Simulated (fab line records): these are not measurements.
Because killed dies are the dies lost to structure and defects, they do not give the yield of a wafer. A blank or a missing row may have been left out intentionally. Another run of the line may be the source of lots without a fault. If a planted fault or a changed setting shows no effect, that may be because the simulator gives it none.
fab line records	flow gf180mcu
[record] lots = 16	wafers = 48	lastDay = 32
route steps=602 shown PSD@257 CONTACT@305 M1@315
lots untouched by any fault: they come from a run of this same line in which no faults occurred
startH: start of the lot's first displayed wafer, in hours after the record's first day	waitH: hours elapsed since this lot's preceding step	" repeats the value in the row above	L1.1+2: several wafers, shown together as one row	- no value present, or no start provided	* or withheld: withheld	< > ~ a bound
route shown NAME@n: NAME is a module with steps in the file, n the number in the route of the first one	usual: average and standard deviation across the fault-free wafers	same: alike in all rows	chamber/n: place in a boat	sites: per-site readings	_std_site: how widely they spread, as a standard deviation	_edge_site: the outer-site mean with the inner-site mean subtracted	radiusMm: how far each site lies from the wafer's centre	mask NAME#n: copy n	behind: the tool/chamber that last shaped the wafer	hold: why the lot was held/for how many hours/how that ended	device: the n, p or np transistor that did not switch	end of line: the tests these same wafers got at the end of their route	a step without rows: its recipe alone	killed: not the wafer's yield, but the dies lost to structure and defects at the first sort	map: shows each die of a wafer: x if killed, . if not, _ if none is there
set.NAME: setting as actually run; set.NAME@STEP: the setting as run at that earlier step	model.NAME: the simulator's own value behind a step, which no gauge read
the route's steps for a sample of lots (tables are steps, rows are wafers)
services: from which hour (startH, from the record's first day; less than 0 if before it) a tool's chamber was out of use, for how many hours, and why
[[steps]]
[step GF_PSD_IMPLANT_09]
[recipe] species = BF2	energyKev = 40	doseCm2 = 1.5e+15	tiltDeg = 7
[usual] implantIonAmu = 49/0
lot.wafer	tool	chamber	startH	waitH	implantIonAmu
L222.1	implanter-01	0	316.51	0.0	49
L222.2	"	0	"	"	49
L222.6	"	0	"	"	49
L223.1	implanter-02	0	327.93	0.0	49
L223.3	"	0	"	"	49
L223.6	"	0	"	"	49
L224.1	implanter-01	0	331.86	0.0	49
L224.3	"	0	"	"	49
L224.5	"	0	"	"	49
L225.4	implanter-01	0	338.57	0.1	49
L225.5	"	0	"	"	49
L225.6	"	0	"	"	49
L226.2	implanter-01	0	355.20	0.0	49
L226.3	"	0	"	"	49
L226.4	"	0	"	"	49
L227.1	implanter-02	0	361.70	0.0	49
L227.4	"	0	"	"	49
L227.6	"	0	"	"	49
L228.3	implanter-04	0	368.90	0.1	49
L228.4	"	0	"	"	49
L228.6	"	0	"	"	49
L229.2	implanter-04	0	381.60	0.0	49
L229.3	"	0	"	"	49
L229.5	"	0	"	"	49
L230.3	implanter-01	0	387.16	0.1	49
L230.4	"	0	"	"	49
L230.6	"	0	"	"	49
L231.1	implanter-02	0	393.70	0.0	49
L231.5	"	0	"	"	49
L231.6	"	0	"	"	49
L232.1	implanter-04	0	404.40	0.0	49
L232.2	"	0	"	"	49
L232.6	"	0	"	"	49
L233.1	implanter-02	0	412.06	0.0	49
L233.4	"	0	"	"	49
L233.6	"	0	"	"	49
L234.3	implanter-02	0	419.46	0.1	75
L234.4	"	0	"	"	75
L234.5	"	0	"	"	75
L235.4	implanter-04	0	424.07	0.1	75
L235.5	"	0	"	"	75
L235.6	"	0	"	"	75
L236.1	implanter-04	0	439.07	0.0	75
L236.4	"	0	"	"	75
L236.5	"	0	"	"	75
L237.2	implanter-01	0	444.78	0.0	75
L237.3	"	0	"	"	75
L237.5	"	0	"	"	75
[step GF_PSD_TW_MEAS_11]
[usual] PSD_TW = 3191/31
lot.wafer	tool	chamber	startH	waitH	PSD_TW
L222.1	filmMetro-02	-	316.76	0.1	3231
L222.2	"	-	"	"	3225
L222.6	"	-	"	"	3229
L223.1	filmMetro-04	-	328.18	0.1	3112
L223.3	"	-	"	"	3142
L223.6	"	-	"	"	3123
L224.1	filmMetro-04	-	332.11	0.1	3114
L224.3	"	-	"	"	3126
L224.5	"	-	"	"	3119
L225.4	filmMetro-03	-	338.78	0.1	3202
L225.5	"	-	"	"	3197
L225.6	"	-	"	"	3201
L226.2	filmMetro-04	-	355.43	0.1	3167
L226.3	"	-	"	"	3176
L226.4	"	-	"	"	3176
L227.1	filmMetro-03	-	361.95	0.1	3196
L227.4	"	-	"	"	3211
L227.6	"	-	"	"	3191
L228.3	filmMetro-02	-	369.12	0.1	3237
L228.4	"	-	"	"	3238
L228.6	"	-	"	"	3230
L229.2	filmMetro-04	-	381.83	0.1	3189
L229.3	"	-	"	"	3182
L229.5	"	-	"	"	3174
L230.3	filmMetro-04	-	387.38	0.1	3164
L230.4	"	-	"	"	3154
L230.6	"	-	"	"	3159
L231.1	filmMetro-04	-	393.95	0.1	3173
L231.5	"	-	"	"	3175
L231.6	"	-	"	"	3146
L232.1	filmMetro-03	-	404.65	0.1	3223
L232.2	"	-	"	"	3202
L232.6	"	-	"	"	3208
L233.1	filmMetro-03	-	412.31	0.1	3203
L233.4	"	-	"	"	3215
L233.6	"	-	"	"	3214
L234.3	filmMetro-04	-	419.68	0.1	3658
L234.4	"	-	"	"	3665
L234.5	"	-	"	"	3650
L235.4	filmMetro-03	-	424.27	0.1	3726
L235.5	"	-	"	"	3710
L235.6	"	-	"	"	3714
L236.1	filmMetro-04	-	439.32	0.1	3694
L236.4	"	-	"	"	3679
L236.5	"	-	"	"	3662
L237.2	filmMetro-02	-	445.02	0.1	3700
L237.3	"	-	"	"	3673
L237.5	"	-	"	"	3708
[step GF_PSD_RS_MEAS_15]
[recipe] thkMeasGauge = four-point-probe
[usual] PSD_RS = 108.66/0.26
lot.wafer	tool	chamber	startH	waitH	PSD_RS[ohm/sq]
L222.1	filmMetro-02	-	317.07	0.1	108.65
L222.2	"	-	"	"	108.67
L222.6	"	-	"	"	109.12
L223.1	filmMetro-02	-	328.49	0.1	108.46
L223.3	"	-	"	"	108.48
L223.6	"	-	"	"	108.34
L224.1	filmMetro-04	-	332.43	0.1	108.74
L224.3	"	-	"	"	108.79
L224.5	"	-	"	"	108.96
L225.4	filmMetro-02	-	339.12	0.1	108.58
L225.5	"	-	"	"	108.87
L225.6	"	-	"	"	108.82
L226.2	filmMetro-02	-	355.84	0.1	108.88
L226.3	"	-	"	"	108.49
L226.4	"	-	"	"	108.52
L227.1	filmMetro-02	-	362.35	0.1	108.11
L227.4	"	-	"	"	108.12
L227.6	"	-	"	"	108.07
L228.3	filmMetro-03	-	369.54	0.1	108.91
L228.4	"	-	"	"	109.08
L228.6	"	-	"	"	109.04
L229.2	filmMetro-03	-	382.16	0.1	108.57
L229.3	"	-	"	"	108.84
L229.5	"	-	"	"	108.51
L230.3	filmMetro-03	-	387.71	0.1	108.69
L230.4	"	-	"	"	108.37
L230.6	"	-	"	"	108.40
L231.1	filmMetro-04	-	394.26	0.1	108.61
L231.5	"	-	"	"	108.64
L231.6	"	-	"	"	108.77
L232.1	filmMetro-04	-	404.97	0.1	108.47
L232.2	"	-	"	"	108.45
L232.6	"	-	"	"	108.65
L233.1	filmMetro-04	-	412.62	0.1	109.09
L233.4	"	-	"	"	108.54
L233.6	"	-	"	"	108.53
L234.3	filmMetro-03	-	420.02	0.1	52.33
L234.4	"	-	"	"	52.45
L234.5	"	-	"	"	52.42
L235.4	filmMetro-03	-	424.62	0.1	52.15
L235.5	"	-	"	"	52.22
L235.6	"	-	"	"	52.31
L236.1	filmMetro-04	-	439.64	0.1	52.30
L236.4	"	-	"	"	52.29
L236.5	"	-	"	"	52.22
L237.2	filmMetro-03	-	445.35	0.1	52.41
L237.3	"	-	"	"	52.32
L237.5	"	-	"	"	52.32
[step GF_CONTACT_STRIP_18]
[recipe] chemistry = O2/N2	powerW = 1400	pressureMtorr = 1500	platenTempC = 250	o2FlowSccm = 3000	n2FlowSccm = 300	overashFraction = 0.5
[usual] drypumpMotorCurrentA = 5.6/0.39	heaterPowerW = 298/14	oesProductAu = 0.580/0.0047
lot.wafer	tool	chamber	startH	waitH	drypumpMotorCurrentA	heaterPowerW	oesProductAu	rfHoursCounterH
L222.1	plasmaAsher-03	1	361.56	-	5.5	322	0.575	74
L222.2	"	0	"	"	5.9	301	0.589	74
L222.6	"	1	"	"	5.5	322	0.578	-
L223.1	plasmaAsher-02	0	373.26	-	5.3	280	0.574	23
L223.3	"	1	"	"	6.1	285	0.587	-
L223.6	"	0	"	"	5.4	292	0.585	-
L224.1	plasmaAsher-04	1	378.19	-	5.7	287	0.582	63
L224.3	"	0	"	"	4.9	317	0.581	-
L224.5	"	0	"	"	4.9	323	0.576	-
L225.4	plasmaAsher-04	0	387.14	-	4.9	327	0.573	-
L225.5	"	1	"	"	5.7	298	0.574	-
L225.6	"	0	"	"	5.0	331	0.589	-
L226.2	plasmaAsher-02	0	403.16	-	5.3	291	0.590	26
L226.3	"	0	"	"	5.4	288	0.580	-
L226.4	"	1	"	"	6.1	286	0.586	-
L227.1	plasmaAsher-04	0	412.34	-	4.9	327	0.575	66
L227.4	"	1	"	"	5.7	287	0.582	-
L227.6	"	1	"	"	5.7	298	0.578	-
L228.3	plasmaAsher-03	0	419.12	-	5.9	296	0.586	-
L228.4	"	1	"	"	5.5	328	0.576	-
L228.6	"	0	"	"	5.9	292	0.578	-
L229.2	plasmaAsher-03	0	431.26	-	5.9	309	0.586	82
L229.3	"	1	"	"	5.5	319	0.583	-
L229.5	"	0	"	"	5.9	297	0.583	-
L230.3	plasmaAsher-02	0	438.97	-	5.3	288	0.577	-
L230.4	"	1	"	"	6.1	290	0.585	-
L230.6	"	0	"	"	5.3	287	0.577	-
L231.1	plasmaAsher-02	0	444.09	-	5.3	288	0.573	30
L231.5	"	1	"	"	6.1	292	0.578	-
L231.6	"	0	"	"	5.3	293	0.576	-
L232.1	plasmaAsher-02	1	454.94	-	6.1	287	0.580	31
L232.2	"	0	"	"	5.3	286	0.584	31
L232.6	"	0	"	"	5.4	298	0.568	-
L233.1	plasmaAsher-03	0	462.61	-	5.9	298	0.580	85
L233.4	"	1	"	"	5.5	319	0.581	-
L233.6	"	1	"	"	5.5	315	0.578	-
L234.3	plasmaAsher-02	0	469.69	-	5.3	277	0.582	-
L234.4	"	1	"	"	6.0	290	0.583	-
L234.5	"	0	"	"	5.3	281	0.577	-
L235.4	plasmaAsher-02	0	475.04	-	5.3	287	0.584	-
L235.5	"	0	"	"	5.3	287	0.587	-
L235.6	"	1	"	"	6.1	292	0.587	-
L236.1	plasmaAsher-02	0	489.04	-	5.3	292	0.573	35
L236.4	"	1	"	"	6.1	287	0.576	-
L236.5	"	0	"	"	5.3	292	0.584	-
L237.2	plasmaAsher-02	0	494.49	-	5.4	287	0.572	35
L237.3	"	0	"	"	5.4	288	0.576	-
L237.5	"	0	"	"	5.4	280	0.573	-
[step GF_M1_SPUTTER_00]
[recipe] material = Ti	targetThkNm = 37.5	arrivingIonEnergyEv = 80	substrateTempC = 200	chamberPressurePa = 2	powerW = 4000	timeS = 150
[usual] throttleValvePct = 30.4/1.1
lot.wafer	tool	chamber	startH	waitH	throttleValvePct
L222.1	pvdSputter-01	-	362.58	0.2	31.0
L222.2	"	-	"	"	31.1
L222.6	"	-	"	"	29.9
L223.1	pvdSputter-03	-	374.26	0.1	31.6
L223.3	"	-	"	"	31.5
L223.6	"	-	"	"	31.2
L224.1	pvdSputter-03	-	379.18	0.1	28.1
L224.3	"	-	"	"	31.2
L224.5	"	-	"	"	27.8
L225.4	pvdSputter-01	-	388.10	0.1	30.9
L225.5	"	-	"	"	29.8
L225.6	"	-	"	"	30.9
L226.2	pvdSputter-01	-	404.16	0.2	30.1
L226.3	"	-	"	"	30.8
L226.4	"	-	"	"	30.5
L227.1	pvdSputter-03	-	413.33	0.2	31.1
L227.4	"	-	"	"	30.8
L227.6	"	-	"	"	31.0
L228.3	pvdSputter-04	-	420.08	0.1	29.9
L228.4	"	-	"	"	31.3
L228.6	"	-	"	"	31.3
L229.2	pvdSputter-04	-	432.25	0.1	31.0
L229.3	"	-	"	"	29.8
L229.5	"	-	"	"	30.1
L230.3	pvdSputter-04	-	439.96	0.1	29.6
L230.4	"	-	"	"	31.3
L230.6	"	-	"	"	31.0
L231.1	pvdSputter-01	-	445.07	0.2	30.8
L231.5	"	-	"	"	30.8
L231.6	"	-	"	"	30.9
L232.1	pvdSputter-04	-	456.24	0.2	31.7
L232.2	"	-	"	"	30.0
L232.6	"	-	"	"	30.1
L233.1	pvdSputter-04	-	463.61	0.1	31.7
L233.4	"	-	"	"	29.9
L233.6	"	-	"	"	29.9
L234.3	pvdSputter-01	-	470.65	0.2	30.8
L234.4	"	-	"	"	30.9
L234.5	"	-	"	"	30.7
L235.4	pvdSputter-01	-	476.00	0.2	31.0
L235.5	"	-	"	"	28.4
L235.6	"	-	"	"	29.9
L236.1	pvdSputter-04	-	490.02	0.2	29.9
L236.4	"	-	"	"	30.0
L236.5	"	-	"	"	29.7
L237.2	pvdSputter-04	-	495.48	0.2	31.5
L237.3	"	-	"	"	30.2
L237.5	"	-	"	"	30.2
[step GF_M1_SPUTTER_01]
[recipe] material = TiN	targetThkNm = 30	powerW = 6500	timeS = 25	chamberPressurePa = 0.4
[usual] throttleValvePct = 30.3/1
lot.wafer	tool	chamber	startH	waitH	throttleValvePct
L222.1	pvdSputter-01	-	362.68	0.1	30.8
L222.2	"	-	"	"	31.1
L222.6	"	-	"	"	30.2
L223.1	pvdSputter-03	-	374.36	0.1	31.3
L223.3	"	-	"	"	31.1
L223.6	"	-	"	"	31.2
L224.1	pvdSputter-03	-	379.28	0.1	28.0
L224.3	"	-	"	"	31.3
L224.5	"	-	"	"	27.9
L225.4	pvdSputter-01	-	388.20	0.1	30.9
L225.5	"	-	"	"	30.3
L225.6	"	-	"	"	30.8
L226.2	pvdSputter-01	-	404.26	0.1	29.9
L226.3	"	-	"	"	31.2
L226.4	"	-	"	"	30.7
L227.1	pvdSputter-03	-	413.43	0.1	31.2
L227.4	"	-	"	"	30.6
L227.6	"	-	"	"	31.0
L228.3	pvdSputter-04	-	420.18	0.1	30.0
L228.4	"	-	"	"	31.1
L228.6	"	-	"	"	31.1
L229.2	pvdSputter-04	-	432.35	0.1	31.2
L229.3	"	-	"	"	29.8
L229.5	"	-	"	"	30.1
L230.3	pvdSputter-04	-	440.06	0.1	30.1
L230.4	"	-	"	"	31.1
L230.6	"	-	"	"	31.2
L231.1	pvdSputter-01	-	445.17	0.1	30.8
L231.5	"	-	"	"	30.9
L231.6	"	-	"	"	31.1
L232.1	pvdSputter-04	-	456.34	0.1	31.7
L232.2	"	-	"	"	30.0
L232.6	"	-	"	"	29.9
L233.1	pvdSputter-04	-	463.71	0.1	31.8
L233.4	"	-	"	"	30.0
L233.6	"	-	"	"	30.0
L234.3	pvdSputter-01	-	470.75	0.1	30.8
L234.4	"	-	"	"	30.7
L234.5	"	-	"	"	31.0
L235.4	pvdSputter-01	-	476.10	0.1	31.0
L235.5	"	-	"	"	28.5
L235.6	"	-	"	"	30.1
L236.1	pvdSputter-04	-	490.14	0.1	29.9
L236.4	"	-	"	"	29.8
L236.5	"	-	"	"	29.7
L237.2	pvdSputter-04	-	495.59	0.1	31.4
L237.3	"	-	"	"	30.1
L237.5	"	-	"	"	30.1
[[services]]
tool	chamber	startH	hours	kind
plasmaAsher-02	-	302.00	1.4	repair
implanter-04	-	320.66	3.1	repair
pvdSputter-01	-	325.65	0.9	repair
implanter-04	-	354.71	5.4	pm
pvdSputter-04	-	358.76	2.7	repair
pvdSputter-03	-	375.05	4.0	repair
pvdSputter-04	-	400.25	0.8	repair
pvdSputter-04	-	405.32	3.9	repair
pvdSputter-01	0	445.29	-	consumableReplace:kit
pvdSputter-01	0	445.29	18.0	scheduledDown
pvdSputter-01	0	445.29	18.0	ventCycle
pvdSputter-03	3	448.25	-	consumableReplace:kit
pvdSputter-03	3	448.25	18.0	scheduledDown
pvdSputter-03	3	448.25	18.0	ventCycle
pvdSputter-01	-	455.96	2.0	repair
pvdSputter-03	-	464.29	0.8	repair
[[key]]
[firstSign] step = GF_PSD_IMPLANT_09	reading = implantIonAmu	direction = up	sigmas = 99+	usual = 49	struck = 75
[effect] step = GF_PSD_TW_MEAS_11	reading = PSD_TW	direction = up	sigmas = 16	usual = 3191	struck = 3687
[effect] step = GF_PSD_RS_MEAS_15	reading = PSD_RS	direction = down	sigmas = 99+	usual = 108.66	struck = 52.31
metAt GF_PSD_IMPLANT_09
struckLots L234,L235,L236,L237
sortLeftOut L234.3,L234.4,L234.5,L235.4,L235.5,L235.6,L236.1,L236.4,L236.5,L237.2,L237.3,L237.5
testerLeftOut L234,L235,L236,L237
notActingAt GF_CONTACT_STRIP_18,GF_M1_SPUTTER_00,GF_M1_SPUTTER_01
onsetBetween 412.06 419.46
[fault] kind = wrongRecipeDownload	tool = implanter-01,implanter-02,implanter-04	chamber = -	onsetH = 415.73	steps = GF_PSD_IMPLANT_09	wrongRecipe.notListed = 1
// testerLeftOut: of these lots the tester's yield and bins aren't shown, on N5 and GAA mostly nor the transistor test; their killed dies are dies lost to structure and defects alone, not to doping, threshold or leakage, so they don't give the yield
// sortLeftOut: the simulated sort isn't trusted on such a fault, so these wafers' sort isn't shown, and their yield isn't known
